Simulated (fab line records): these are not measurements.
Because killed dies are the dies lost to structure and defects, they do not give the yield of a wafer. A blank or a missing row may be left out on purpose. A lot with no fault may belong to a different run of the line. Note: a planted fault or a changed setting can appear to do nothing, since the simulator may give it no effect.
A struck lot beside a sound one    flow sky130    15 steps out of a route of 708
Sound: the wafers L487.1, L487.3, L487.5. Wafers L478.1, L478.5, L478.6 were the ones struck. The cause comes at the end.
Each step with rows lists, per side, the tool, then ch with its chambers, then its first start. Under that, the readings that differ: sound wafers    struck wafers    difference of the means    sigmas: that difference in standard deviations of wafers without a fault.
alike: a reading whose means differ by less than 2 such deviations, as well as words and numbers matching on both sides. not compared: withheld readings; readings where some wafer has no value; bounds like >300 that might hide an equal value; numbers whose values overlap and for which the record gives no deviation.
Wherever a step has rows on one side only, a row that says differs or no value, or a row with sigmas, the two part there. When numbers do not overlap yet have no deviation, they are printed without sigmas and do not part them. A reading that every wafer of one side lacks parts them only if that side has two wafers or more.

SKY_LDD_HVP_STRIP_09: strips in O2/N2.
  sound on plasma asher-04 ch 0,1, day 26 15:58; struck on plasma asher-02 ch 0,1, day 23 15:46
reading                sound              struck             difference  sigmas
oes product au (a.u.)  0.402 0.391 0.399  0.407 0.410 0.408  +0.011      +2
  alike: drypump motor current A, strip time to endpoint s
  not compared: rf hours counter h
SKY_LDD_HVP_TW_MEAS_10:
  sound on film metro-03, day 26 16:04; struck on film metro-03, day 23 15:52
  alike: LDD_HVP_TW
then, 7 steps without rows for these wafers: SKY_LDD_LDN_DEHYDRATE_00 (time 60 s); SKY_LDD_LDN_HMDS_01 (prime time 60 s); SKY_LDD_LDN_COAT_02 (resist thk 1140 nm); SKY_LDD_LDN_SOFTBAKE_03 (time 60 s); SKY_LDD_LDN_EXPOSE_04 (exposes mask LDNTM, target cd 700 nm); SKY_LDD_LDN_PEB_05; SKY_LDD_LDN_DEVELOP_06 (develop time 60 s).
SKY_LDD_LDN_OVL_MEAS_07:
  sound on overlay-01, day 27 20:49; struck on overlay-01, day 24 21:20
  alike: LDD_LDN_OVL
then, 2 steps without rows for these wafers: SKY_LDD_LDN_IMPLANT_08; SKY_LDD_LDN_IMPLANT_09.
SKY_LDD_LDN_IMPLANT_10:
  sound on implanter-02 ch 0, day 27 21:09; struck on implanter-02 ch 0, day 24 21:40
reading             sound                             struck                            difference   sigmas
dose ions cm2       1.2479e+13 1.2472e+13 1.2482e+13  1.9165e+13 1.9156e+13 1.9141e+13  +6.6763e+12  +99 or more
faraday current uA  71.4 71.4 70.2                    107.6 107.7 106.5                 +36.3        +24
  alike: end station pressure torr
then, 1 step without rows for these wafers: SKY_LDD_LDN_IMPLANT_11.
-- record jumps: 22 days separate the struck wafers' starts on either side; left off in module LDD_LDN, taken up again in module PAD_OPEN, whose first shown step is the route's number 708 --
SKY_PAD_OPEN_PROBE_99:
  sound on prober-01, day 49 02:06; struck on prober-02, day 47 03:11
reading                          sound           struck          difference  sigmas
killed open                      37 40 48        65 46 62        +16         +2
model.etest.tip sonos.rs ohm sq  2680 2704 2658  2527 2492 2528  -165        
  alike: killed_at_M0_to_M3, killed_at_M4_up, killed at contacts, killed at front end, killed at other, killed dies, killed short

== WHERE THEY PART ==
Last at SKY_PAD_OPEN_PROBE_99 as far as this record goes, first at SKY_LDD_HVP_STRIP_09.

WHY: what the simulator had put in
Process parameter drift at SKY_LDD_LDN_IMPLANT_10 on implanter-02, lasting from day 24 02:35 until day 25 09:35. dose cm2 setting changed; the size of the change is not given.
